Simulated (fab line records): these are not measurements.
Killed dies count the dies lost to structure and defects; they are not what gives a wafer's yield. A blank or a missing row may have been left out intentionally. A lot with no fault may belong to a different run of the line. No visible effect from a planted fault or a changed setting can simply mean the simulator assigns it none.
fab line records | flow sfq-line
record lots=7 wafers=21 last-day=83
route steps=325 shown M6@255 I6@266 M7@281 I7@296 M8@325
lots with no fault: from the same line, run without faults
start-h: the number of hours between the record's first day and the start of the first shown wafer of the lot | wait-h: hours since the lot's step before | " the same as in the row above | L1.1+2: several wafers, shown together as one row | - either no value or no given start | * or withheld: withheld | < > ~ a bound
route shown NAME@n: a module of which the file shows steps, and the number in the route of the first | usual: mean/standard deviation of fault-free wafers | same: alike in all rows | chamber/n: place in a boat | sites: readings site by site | _std_site: how widely they spread, as a standard deviation | _edge_site: mean of outer sites minus mean of inner sites | radius-mm: for every site, how far away it sits from the centre of the wafer | mask NAME#n: copy n | behind: the tool/chamber that last shaped the wafer | hold: reason for holding the lot/hours on hold/outcome of the hold | device: which transistor (n, p or np) failed to switch | end of line: tests run on the same wafers once the route is complete | where a step has no rows: the recipe by itself | killed: count of dies lost to structure and defects at first sort (not the wafer's yield) | map: dies across one wafer; x = killed, . = not, _ = none there
set.NAME: the setting as run; set.NAME@STEP: as run at that earlier step | model.NAME: the simulator's own value behind a step, which no gauge read
a table for each step, a row for each wafer; lots at some steps of the route
services: from which hour (start-h, from the record's first day; less than 0 if before it) a tool's chamber was out of use, for how many hours, and why
## steps
# step SFQ_TRILAYER_M6_LITHO_COAT_164
# recipe resist=BARC spin-rpm=3000 resist-thk-nm=62
# step SFQ_TRILAYER_M6_LITHO_COAT_159
# recipe resist=KrF spin-rpm=3000 resist-thk-nm=600
# step SFQ_TRILAYER_M6_LITHO_SOFTBAKE_163
# recipe temp-c=withheld time-s=withheld resist=KrF
# step SFQ_TRILAYER_M6_LITHO_EXPOSE_160
# recipe mask-id=M6 na=0.6 source-shape=conventional sigma-outer=0.65 target-cd-nm=500 dose-mj=14.4
# step SFQ_TRILAYER_M6_LITHO_PEB_162
# recipe peb-temp-c=115 peb-time-s=60 resist=KrF
# step SFQ_TRILAYER_M6_LITHO_DEVELOP_161
# recipe time-s=60 resist=KrF
# step SFQ_M6_OVL_MEAS_940
# usual M6_OVL=-3/6.1
# columns lot.wafer tool chamber start-h wait-h M6_OVL[nm]
L227.1 overlay-01 - 1467.78 0.1 7
L227.3 " - " " 1
L227.6 " - " " 7
L231.1 overlay-01 - 1477.38 0.1 1
L231.2 " - " " 7
L231.4 " - " " 6
L232.1 overlay-01 - 1478.58 0.1 0
L232.3 " - " " 0
L232.5 " - " " -5
L233.1 overlay-01 - 1482.18 0.1 5
L233.5 " - " " 10
L233.6 " - " " -6
L241.1 overlay-02 - 1737.37 0.1 3
L241.5 " - " " 6
L241.6 " - " " -8
L242.1 overlay-02 - 1774.64 0.1 -1
L242.2 " - " " -6
L242.6 " - " " -5
L243.1 overlay-02 - 1775.84 0.1 -7
L243.4 " - " " -12
L243.5 " - " " -8
# step SFQ_TRILAYER_M6_BARC_OPEN_METAL_ETCH_206
# recipe mask-material=PR chemistry=O2 target-depth-nm=125 target=BARC icp-w=600 bias-w=80 pressure-mtorr=10 time-s=41.7
# step SFQ_TRILAYER_M6_ETCH_METAL_ETCH_162
# recipe target=Nb stop-on=SiO2 mask-material=PR chemistry=Cl2/Ar target-depth-nm=240 icp-w=600 bias-w=80 pressure-mtorr=10 time-s=120
# usual drypump-motor-current-A=5.76/0.26 oes-product-au=0.892/0.0062
# columns lot.wafer tool chamber start-h wait-h drypump-motor-current-A oes-product-au rf-hours-counter-h
L227.1 rie-metal-03 1 1467.87 0.0 6.08 0.893 19
L227.3 " 1 " " 6.11 0.889 -
L227.6 " 1 " " 6.13 0.898 -
L231.1 rie-metal-04 1 1477.47 0.0 5.37 0.890 147
L231.2 " 0 " " 5.87 0.886 31
L231.4 " 1 " " 5.39 0.891 -
L232.1 rie-metal-01 0 1478.67 0.0 5.71 0.883 114
L232.3 " 1 " " 5.96 0.898 -
L232.5 " 1 " " 5.94 0.892 -
L233.1 rie-metal-04 0 1482.27 0.0 5.85 0.882 32
L233.5 " 1 " " 5.36 0.885 -
L233.6 " 0 " " 5.86 0.882 -
L241.1 rie-metal-01 0 1737.47 0.0 5.66 0.886 27
L241.5 " 1 " " 5.97 0.887 -
L241.6 " 0 " " 5.68 0.888 -
L242.1 rie-metal-04 1 1774.74 0.0 5.36 0.888 35
L242.2 " 0 " " 5.91 0.889 73
L242.6 " 0 " " 5.90 0.878 -
L243.1 rie-metal-01 1 1775.94 0.0 5.97 0.902 140
L243.4 " 0 " " 5.66 0.892 -
L243.5 " 1 " " 5.98 0.887 -
# step SFQ_TRILAYER_M6_STRIP_STRIP_163
# recipe gas=O2 power-w=200 platen-temp-c=40 overash-fraction=0.65 chemistry=O2 pressure-mtorr=50
# usual drypump-motor-current-A=5.77/0.26 oes-product-au=1.000/0.0091
# columns lot.wafer tool chamber start-h wait-h drypump-motor-current-A oes-product-au rf-hours-counter-h
L227.1 rie-metal-03 1 1468.00 0.1 6.12 1.004 19
L227.3 " 1 " " 6.14 1.000 -
L227.6 " 1 " " 6.11 0.997 -
L231.1 rie-metal-04 1 1477.60 0.1 5.37 1.001 148
L231.2 " 0 " " 5.89 0.996 31
L231.4 " 1 " " 5.39 1.004 -
L232.1 rie-metal-01 0 1478.80 0.1 5.66 1.002 114
L232.3 " 1 " " 5.95 1.016 -
L232.5 " 1 " " 5.95 1.015 -
L233.1 rie-metal-04 0 1482.40 0.1 5.88 0.997 32
L233.5 " 1 " " 5.35 1.011 -
L233.6 " 0 " " 5.89 1.001 -
L241.1 rie-metal-01 0 1737.59 0.1 5.68 0.985 27
L241.5 " 1 " " 5.98 1.000 -
L241.6 " 0 " " 5.68 0.986 -
L242.1 rie-metal-04 1 1774.86 0.1 5.38 1.016 35
L242.2 " 0 " " 5.89 0.995 73
L242.6 " 0 " " 5.88 0.993 -
L243.1 rie-metal-01 1 1776.06 0.1 5.95 0.988 140
L243.4 " 0 " " 5.68 0.978 -
L243.5 " 1 " " 5.94 1.010 -
# step SFQ_TRILAYER_M6_STRIP_SOLV_CLEAN_164
# recipe chemistry=NMP temp-c=70 time-s=600
# step SFQ_TRILAYER_I6_DEP_PECVD_165
# recipe material=SiO2 temp-c=150 time-s=111.11 pressure-torr=2.4 rf-w=183.3 precursor=SiH4/N2O target-thk-nm=500
# step SFQ_TRILAYER_I6_CMP_CMP_166
# recipe material=SiO2 down-force-psi=3 platen-rpm=60 pad-velocity-m-s=0.94248
# usual edge-zone-pressure-frac=0.999/0.0049 head-pressure-psi=3.001/0.0066 motor-current-A=10.0/1.1 slurry-filter-dp-kPa=13.51/0.13 time-to-endpoint-s=215/7.9
# columns lot.wafer tool chamber start-h wait-h edge-zone-pressure-frac head-pressure-psi motor-current-A slurry-filter-dp-kPa time-to-endpoint-s model.SiO2_of_TRILAYER_I6_DEP_PECVD_165.thk-nm
L227.3 cmp-01 1 1473.75 4.9 1.000 3.005 12.0 13.28 217 201.1
L227.1 " 2 " " 1.002 3.006 11.7 13.54 209 200.4
L227.6 " 3 " " 0.997 2.999 10.4 13.57 212 200.4
L231.4 cmp-01 3 1485.25 6.8 - - - - - 506.2
L231.2 " 0 " " - - - - - 499.8
L231.1 " 1 " " - - - - - 501.6
L232.1 cmp-01 2 1487.75 8.1 - - - - - 499.3
L232.3 " 0 1488.75 9.1 - - - - - 498.8
L232.5 " 3 1490.25 10.6 - - - - - 502
L233.1 cmp-02 3 1491.57 8.4 - - - - - 502.5
L233.6 " 2 1493.07 9.8 - - - - - 499.3
L233.5 " 3 " " - - - - - 508.3
L241.1 cmp-02 2 1753.73 15.1 1.004 2.995 10.5 13.29 213 200.2
L241.6 " 3 " " 1.000 3.001 8.5 13.47 211 199.9
L241.5 " 0 " " 1.002 3.006 9.6 13.72 213 199.4
L242.2 cmp-02 1 1777.73 2.1 0.999 3.004 10.1 13.60 208 201.7
L242.1 " 3 1778.73 3.1 1.003 3.012 8.4 13.79 209 199
L242.6 " 0 " " 0.991 3.005 10.1 13.53 209 199.6
L243.1 cmp-01 2 1778.64 1.8 0.994 3.008 11.7 13.61 212 199.4
L243.4 " 0 1779.64 2.7 1.005 3.004 9.2 13.37 223 199.9
L243.5 " 2 1780.64 3.7 1.003 3.005 11.4 13.51 218 199.8
# step SFQ_I6_BOW_MEAS_941
# recipe mode=bow
# usual I6_BOW=5/9.3
# columns lot.wafer tool chamber start-h wait-h I6_BOW[um]
L227.1 film-metro-01 - 1475.75 1.0 6
L227.3 " - " " 11
L227.6 " - " " 16
L231.1 film-metro-04 - 1487.75 1.0 5
L231.2 " - " " 3
L231.4 " - " " 12
L232.1 film-metro-04 - 1490.75 2.5 -19
L232.3 " - " " -17
L232.5 " - " " -8
L233.1 film-metro-04 - 1494.07 2.0 6
L233.5 " - " " 3
L233.6 " - " " 12
L241.1 film-metro-03 - 1755.23 1.0 15
L241.5 " - " " 18
L241.6 " - " " -2
L242.1 film-metro-04 - 1780.23 1.0 17
L242.2 " - " " 14
L242.6 " - " " 2
L243.1 film-metro-04 - 1781.64 2.5 6
L243.4 " - " " 17
L243.5 " - " " 8
# step SFQ_TRILAYER_I6_METRO_MEASURE_167
# usual thk-nm=199.7/1
# columns lot.wafer tool chamber start-h wait-h thk-nm
L227.1 film-metro-01 - 1475.87 0.1 200.5
L227.3 " - " " 200.9
L227.6 " - " " 200.5
L231.1 film-metro-04 - 1487.87 0.1 501.2
L231.2 " - " " 499.7
L231.4 " - " " 505.9
L232.1 film-metro-04 - 1490.87 0.1 499.2
L232.3 " - " " 499.0
L232.5 " - " " 502.1
L233.1 film-metro-04 - 1494.19 0.1 502.8
L233.5 " - " " 508.4
L233.6 " - " " 499.2
L241.1 film-metro-03 - 1755.35 0.1 200.4
L241.5 " - " " 199.4
L241.6 " - " " 199.9
L242.1 film-metro-04 - 1780.35 0.1 199.0
L242.2 " - " " 201.7
L242.6 " - " " 199.6
L243.1 film-metro-04 - 1781.76 0.1 199.3
L243.4 " - " " 199.8
L243.5 " - " " 199.8
# step SFQ_TRILAYER_I6_VIA_LITHO_COAT_174
# recipe resist=BARC spin-rpm=3000 resist-thk-nm=62
# step SFQ_TRILAYER_I6_VIA_LITHO_COAT_169
# recipe resist=KrF spin-rpm=3000 resist-thk-nm=650
# step SFQ_TRILAYER_I6_VIA_LITHO_SOFTBAKE_173
# recipe temp-c=withheld time-s=withheld resist=KrF
# step SFQ_TRILAYER_I6_VIA_LITHO_EXPOSE_170
# recipe mask-id=I6 na=0.6 source-shape=conventional sigma-outer=0.65 target-cd-nm=700 dose-mj=21.3
# step SFQ_TRILAYER_I6_VIA_LITHO_PEB_172
# recipe peb-temp-c=115 peb-time-s=60 resist=KrF
# step SFQ_TRILAYER_I6_VIA_LITHO_DEVELOP_171
# recipe time-s=60 resist=KrF
# step SFQ_I6_OVL_MEAS_942
# usual I6_OVL=2/4.7
# columns lot.wafer tool chamber start-h wait-h I6_OVL[nm]
L227.1 overlay-01 - 1488.18 0.1 -3
L227.3 " - " " 2
L227.6 " - " " 2
L231.1 overlay-02 - 1493.98 0.1 4
L231.2 " - " " 2
L231.4 " - " " -2
L232.1 overlay-02 - 1495.18 0.1 12
L232.3 " - " " 4
L232.5 " - " " 15
L233.1 overlay-02 - 1497.64 0.1 2
L233.5 " - " " 0
L233.6 " - " " 9
L241.1 overlay-02 - 1826.53 0.1 -4
L241.5 " - " " -7
L241.6 " - " " -6
L242.1 overlay-01 - 1837.33 0.1 -4
L242.2 " - " " -5
L242.6 " - " " -2
L243.1 overlay-01 - 1838.53 0.1 -2
L243.4 " - " " 1
L243.5 " - " " 5
# step SFQ_TRILAYER_I6_VIA_BARC_OPEN_VIA_ETCH_235
# recipe mask-material=PR chemistry=O2 target-depth-nm=125 target=BARC source-w=500 bias-w=80 pressure-mtorr=30 time-s=41.7
# step SFQ_TRILAYER_I6_VIA_ETCH_VIA_ETCH_172
# recipe target=SiO2 stop-on=Nb mask-material=PR taper-deg=20 chemistry=CHF3 target-depth-nm=260 source-w=500 bias-w=80 pressure-mtorr=30 time-s=withheld
# usual drypump-motor-current-A=6.1/0.43 oes-product-au=0.854/0.0054
# columns lot.wafer tool chamber start-h wait-h drypump-motor-current-A oes-product-au model.I6.feature-depth-nm model.etch.depth-nm
L227.1 rie-diel-02 1 1488.25 0.0 5.9 0.847 200.4 200.4
L227.3 " 0 " " 5.4 0.860 201.1 201.1
L227.6 " 1 " " 5.9 0.858 200.4 200.4
L231.1 rie-diel-03 3 1494.05 0.0 6.2 1.616 257.3 257.3
L231.2 " 0 " " 6.7 1.619 259.3 259.3
L231.4 " 2 " " 6.3 1.630 260.9 260.9
L232.1 rie-diel-02 0 1495.25 0.0 5.4 1.609 258.6 258.6
L232.3 " 2 " " 6.5 1.631 260.8 260.8
L232.5 " 3 " " 5.1 1.614 257.2 257.2
L233.1 rie-diel-03 1 1497.72 0.0 6.1 1.606 256.9 256.9
L233.5 " 2 " " 6.3 1.634 260.9 260.9
L233.6 " 1 " " 6.2 1.620 259 259
L241.1 rie-diel-03 1 1826.60 0.0 6.1 0.852 200.2 200.2
L241.5 " 1 " " 6.1 0.850 199.4 199.4
L241.6 " 0 " " 6.7 0.852 199.9 199.9
L242.1 rie-diel-03 1 1837.40 0.0 6.2 0.852 199 199
L242.2 " 3 " " 6.2 0.863 201.7 201.7
L242.6 " 0 " " 6.7 0.854 199.6 199.6
L243.1 rie-diel-02 2 1838.60 0.0 6.5 0.857 199.4 199.4
L243.4 " 2 " " 6.5 0.852 199.9 199.9
L243.5 " 0 " " 5.4 0.854 199.8 199.8
# step SFQ_TRILAYER_I6_VIA_STRIP_STRIP_173
# recipe gas=O2 power-w=200 platen-temp-c=40 overash-fraction=0.65 chemistry=O2 pressure-mtorr=50
# step SFQ_TRILAYER_I6_VIA_STRIP_SOLV_CLEAN_174
# recipe chemistry=NMP temp-c=70 time-s=600
# step SFQ_TRILAYER_M7_DEP_PRE_CLEAN_176
# recipe gas=Ar time-s=22.5 bias-v=250
# columns lot.wafer tool chamber start-h wait-h model.SiO2_of_TRILAYER_I6_DEP_PECVD_165.thk-nm
L227.1+6 pvd-sputter-04 - 1489.14 0.0 192.9
L227.3 " - " " 193.6
L231.1 pvd-sputter-06 - 1495.54 0.0 494.1
L231.2 " - " " 492.3
L231.4 " - " " 498.7
L232.1 pvd-sputter-04 - 1496.74 0.0 491.8
L232.3 " - " " 491.3
L232.5 " - " " 494.5
L233.1 pvd-sputter-06 - 1498.61 0.0 495
L233.5 " - " " 500.8
L233.6 " - " " 491.8
L241.1 pvd-sputter-03 - 1827.49 0.0 192.7
L241.5 " - " " 191.9
L241.6 " - " " 192.4
L242.1 pvd-sputter-03 - 1838.29 0.0 191.5
L242.2 " - " " 194.2
L242.6 " - " " 192.1
L243.1 pvd-sputter-04 - 1839.51 0.0 191.9
L243.4 " - " " 192.4
L243.5 " - " " 192.3
# step SFQ_TRILAYER_M7_DEP_SPUTTER_175
# recipe material=Nb base-pressure-pa=1.33e-06 chamber-pressure-pa=0.1333 substrate-temp-c=20 target-thk-nm=200 power-w=2000 time-s=133.3
# usual throttle-valve-pct=29.7/0.74
# columns lot.wafer tool chamber start-h wait-h throttle-valve-pct
L227.1 pvd-sputter-04 - 1489.17 0.0 30.1
L227.3 " - " " 30.7
L227.6 " - " " 28.7
L231.1 pvd-sputter-06 - 1495.57 0.0 29.0
L231.2 " - " " 29.7
L231.4 " - " " 29.5
L232.1 pvd-sputter-04 - 1496.77 0.0 31.0
L232.3 " - " " 28.9
L232.5 " - " " 30.6
L233.1 pvd-sputter-06 - 1498.64 0.0 28.9
L233.5 " - " " 29.4
L233.6 " - " " 29.5
L241.1 pvd-sputter-03 - 1827.52 0.0 30.0
L241.5 " - " " 29.3
L241.6 " - " " 31.0
L242.1 pvd-sputter-03 - 1838.32 0.0 29.2
L242.2 " - " " 29.8
L242.6 " - " " 31.1
L243.1 pvd-sputter-04 - 1839.54 0.0 29.6
L243.4 " - " " 30.5
L243.5 " - " " 30.4
# step SFQ_M7_RS_MEAS_943
# recipe thk-meas-gauge=four-point-probe reads=Nb_of_TRILAYER_M7_DEP_SPUTTER_175
# usual M7_NB_RS=0.890/0.012
# columns lot.wafer tool chamber start-h wait-h M7_NB_RS[ohm/sq]
L227.1 film-metro-01 - 1489.26 0.0 0.881
L227.3 " - " " 0.884
L227.6 " - " " 0.878
L231.1 film-metro-01 - 1495.66 0.0 0.899
L231.2 " - " " 0.893
L231.4 " - " " 0.897
L232.1 film-metro-02 - 1496.86 0.0 0.897
L232.3 " - " " 0.903
L232.5 " - " " 0.901
L233.1 film-metro-01 - 1498.73 0.0 0.888
L233.5 " - " " 0.887
L233.6 " - " " 0.880
L241.1 film-metro-04 - 1827.61 0.0 0.880
L241.5 " - " " 0.888
L241.6 " - " " 0.881
L242.1 film-metro-01 - 1838.41 0.0 0.869
L242.2 " - " " 0.863
L242.6 " - " " 0.865
L243.1 film-metro-02 - 1839.63 0.0 0.906
L243.4 " - " " 0.891
L243.5 " - " " 0.890
# step SFQ_TRILAYER_M7_LITHO_COAT_182
# recipe resist=BARC spin-rpm=3000 resist-thk-nm=62
# step SFQ_TRILAYER_M7_LITHO_COAT_177
# recipe resist=KrF spin-rpm=3000 resist-thk-nm=600
# step SFQ_TRILAYER_M7_LITHO_SOFTBAKE_181
# recipe temp-c=withheld time-s=withheld resist=KrF
# step SFQ_TRILAYER_M7_LITHO_EXPOSE_178
# recipe mask-id=M7 na=0.6 source-shape=conventional sigma-outer=0.65 target-cd-nm=500 dose-mj=14.4
# step SFQ_TRILAYER_M7_LITHO_PEB_180
# recipe peb-temp-c=115 peb-time-s=60 resist=KrF
# step SFQ_TRILAYER_M7_LITHO_DEVELOP_179
# recipe time-s=60 resist=KrF
# step SFQ_M7_OVL_MEAS_945
# usual M7_OVL=3/5.8
# columns lot.wafer tool chamber start-h wait-h M7_OVL[nm]
L227.1 overlay-02 - 1598.75 0.1 -5
L227.3 " - " " -4
L227.6 " - " " -8
L231.1 overlay-02 - 1603.55 0.1 4
L231.2 " - " " 2
L231.4 " - " " -5
L232.1 overlay-02 - 1605.95 0.1 4
L232.3 " - " " 9
L232.5 " - " " 10
L233.1 overlay-01 - 1607.15 0.1 6
L233.5 " - " " 5
L233.6 " - " " 5
L241.1 overlay-02 - 1882.87 0.1 -6
L241.5 " - " " -1
L241.6 " - " " -1
L242.1 overlay-02 - 1893.67 0.1 2
L242.2 " - " " -2
L242.6 " - " " -6
L243.1 overlay-02 - 1896.07 0.1 8
L243.4 " - " " -9
L243.5 " - " " 5
# step SFQ_TRILAYER_M7_BARC_OPEN_METAL_ETCH_229
# recipe mask-material=PR chemistry=O2 target-depth-nm=125 target=BARC icp-w=600 bias-w=80 pressure-mtorr=10 time-s=41.7
# usual drypump-motor-current-A=5.8/0.32 oes-product-au=0.685/0.0045
# columns lot.wafer tool chamber start-h wait-h drypump-motor-current-A oes-product-au rf-hours-counter-h
L227.1 rie-metal-01 0 1598.78 0.0 5.7 0.690 11
L227.3 " 1 " " 6.0 0.681 -
L227.6 " 0 " " 5.7 0.685 -
L231.1 rie-metal-04 0 1603.58 0.0 5.9 0.694 51
L231.2 " 1 " " 5.4 0.682 13
L231.4 " 1 " " 5.4 0.678 -
L232.1 rie-metal-02 0 1605.98 0.0 5.6 0.683 28
L232.3 " 1 " " 6.5 0.692 -
L232.5 " 1 " " 6.5 0.690 -
L233.1 rie-metal-01 1 1607.18 0.0 6.0 0.681 119
L233.5 " 1 " " 6.0 0.685 -
L233.6 " 0 " " 5.6 0.694 -
L241.1 rie-metal-01 0 1882.91 0.0 5.7 0.689 56
L241.5 " 0 " " 5.6 0.684 -
L241.6 " 0 " " 5.7 0.689 -
L242.1 rie-metal-01 0 1893.95 0.3 5.7 0.687 62
L242.2 " 0 " " 5.7 0.687 -
L242.6 " 0 " " 5.7 0.685 -
L243.1 rie-metal-04 0 1896.11 0.0 5.9 0.687 99
L243.4 " 1 " " 5.3 0.681 -
L243.5 " 1 " " 5.3 0.680 -
# step SFQ_TRILAYER_M7_ETCH_METAL_ETCH_180
# recipe target=Nb stop-on=SiO2 mask-material=PR chemistry=Cl2/Ar target-depth-nm=240 icp-w=600 bias-w=80 pressure-mtorr=10 time-s=120
# step SFQ_TRILAYER_M7_STRIP_STRIP_181
# recipe gas=O2 power-w=200 platen-temp-c=40 overash-fraction=0.65 chemistry=O2 pressure-mtorr=50
# step SFQ_TRILAYER_M7_STRIP_SOLV_CLEAN_182
# recipe chemistry=NMP temp-c=70 time-s=600
# step SFQ_TRILAYER_I7_DEP_PECVD_183
# recipe material=SiO2 temp-c=150 time-s=111.11 pressure-torr=2.4 rf-w=183.3 precursor=SiH4/N2O target-thk-nm=500
# usual chamber-pressure-Torr=2.400/0.0054 heater-power-w=82/21 throttle-valve-pct=24.9/1.1
# columns lot.wafer tool chamber start-h wait-h chamber-pressure-Torr heater-power-w throttle-valve-pct
L227.1 pecvd-03 2 1599.74 0.0 2.395 76 23.5
L227.3 " 0 " " 2.403 64 24.6
L227.6 " 1 " " 2.398 90 23.9
L231.1 pecvd-02 1 1604.54 0.0 2.397 113 26.2
L231.2 " 2 " " 2.412 43 26.7
L231.4 " 1 " " 2.399 96 26.2
L232.1 pecvd-03 1 1606.94 0.0 2.404 91 23.9
L232.3 " 0 " " 2.405 66 24.3
L232.5 " 1 " " 2.406 91 24.2
L233.1 pecvd-02 2 1608.14 0.0 2.401 39 26.8
L233.5 " 1 " " 2.398 111 25.9
L233.6 " 2 " " 2.408 41 26.7
L241.1 pecvd-03 2 1884.65 0.0 2.390 89 23.5
L241.5 " 0 " " 2.406 66 25.5
L241.6 " 2 " " 2.397 92 23.8
L242.1 pecvd-02 1 1895.72 0.0 2.406 112 25.9
L242.2 " 2 " " 2.406 43 26.7
L242.6 " 1 " " 2.403 96 26.1
L243.1 pecvd-03 2 1897.07 0.0 2.405 81 23.7
L243.4 " 1 " " 2.401 86 24.8
L243.5 " 2 " " 2.396 83 23.7
# step SFQ_M8_BOW_MEAS_951
# recipe mode=bow
# usual M8_BOW=8/10
# columns lot.wafer tool chamber start-h wait-h M8_BOW[um] model.etest.i6.link-ohm
L227.1 film-metro-02 - 1789.17 0.0 10 1.862
L227.3 " - " " 14 1.878
L227.6 " - " " 19 1.849
L231.1 film-metro-01 - 1801.28 0.0 12 1e+06
L231.2 " - " " 10 1e+06
L231.4 " - " " 18 1e+06
L232.1 film-metro-03 - 1803.57 0.0 -19 1e+06
L232.3 " - " " -16 1e+06
L232.5 " - " " -6 1e+06
L233.1 film-metro-03 - 1805.97 0.0 9 1e+06
L233.5 " - " " 7 1e+06
L233.6 " - " " 15 1e+06
L241.1 film-metro-02 - 1988.17 0.0 22 1.873
L241.5 " - " " 26 1.873
L241.6 " - " " 5 1.875
L242.1 film-metro-02 - 1995.37 0.0 18 1.871
L242.2 " - " " 15 1.861
L242.6 " - " " 4 1.864
L243.1 film-metro-01 - 2001.50 0.0 5 1.878
L243.4 " - " " 15 1.866
L243.5 " - " " 7 1.878
## services
# columns tool chamber start-h hours kind
film-metro-04 - 1450.07 0.4 pm
pecvd-03 - 1458.36 0.3 repair
pvd-sputter-04 - 1462.93 1.3 repair
cmp-01 - 1463.38 1.6 repair
pvd-sputter-03 - 1466.20 2.0 repair
rie-diel-03 1 1483.99 3.0 repair
film-metro-04 - 1528.57 1.1 pm
film-metro-04 - 1541.63 26.0 repair
rie-metal-01 - 1567.88 1.4 pm
pvd-sputter-04 - 1596.01 4.1 repair
pvd-sputter-04 - 1600.71 2.1 repair
film-metro-04 - 1606.38 0.6 pm
pvd-sputter-04 - 1630.51 2.6 repair
rie-metal-04 - 1647.82 4.0 repair
rie-metal-01 - 1659.72 14.6 pm
film-metro-04 - 1660.63 0.3 pm
film-metro-04 - 1681.78 1.0 pm
film-metro-04 - 1693.87 0.8 pm
pvd-sputter-04 - 1733.46 3.5 repair
film-metro-04 - 1773.57 0.3 pm
rie-metal-04 1 1797.76 4.8 repair
rie-metal-04 - 1805.61 14.6 pm
pvd-sputter-04 - 1805.84 2.1 repair
rie-metal-04 1 1835.92 10.3 repair
## key
first-sign step=SFQ_TRILAYER_I6_CMP_CMP_166 reading=tool-record direction=missing
effect step=SFQ_TRILAYER_I6_METRO_MEASURE_167 reading=thk-nm direction=up sigmas=99+ usual=199.7 struck=502.0
effect step=SFQ_TRILAYER_I6_VIA_ETCH_VIA_ETCH_172 reading=oes-product-au direction=up sigmas=99+ usual=0.854 struck=1.620
model-effect step=SFQ_TRILAYER_I6_CMP_CMP_166 value=SiO2_of_TRILAYER_I6_DEP_PECVD_165.thk-nm without=199.3 struck=502
model-effect step=SFQ_TRILAYER_I6_VIA_ETCH_VIA_ETCH_172 value=I6.feature-depth-nm without=199.3 struck=259
model-effect step=SFQ_TRILAYER_M7_DEP_PRE_CLEAN_176 value=SiO2_of_TRILAYER_I6_DEP_PECVD_165.thk-nm without=191.8 struck=494.5
model-effect step=SFQ_M8_BOW_MEAS_951 value=etest.i6.link-ohm without=1.886 struck=1e+06
met-at SFQ_TRILAYER_I6_CMP_CMP_166
struck-wafers L231.1,L231.2,L231.4,L232.1,L232.3,L232.5,L233.1,L233.5,L233.6
onset-between 1473.75 1485.25
fault kind=skipped-step-whole tool=cmp-01,cmp-02 chamber=- onset-h=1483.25 steps=SFQ_TRILAYER_I6_CMP_CMP_166 scope=struck-lots-only
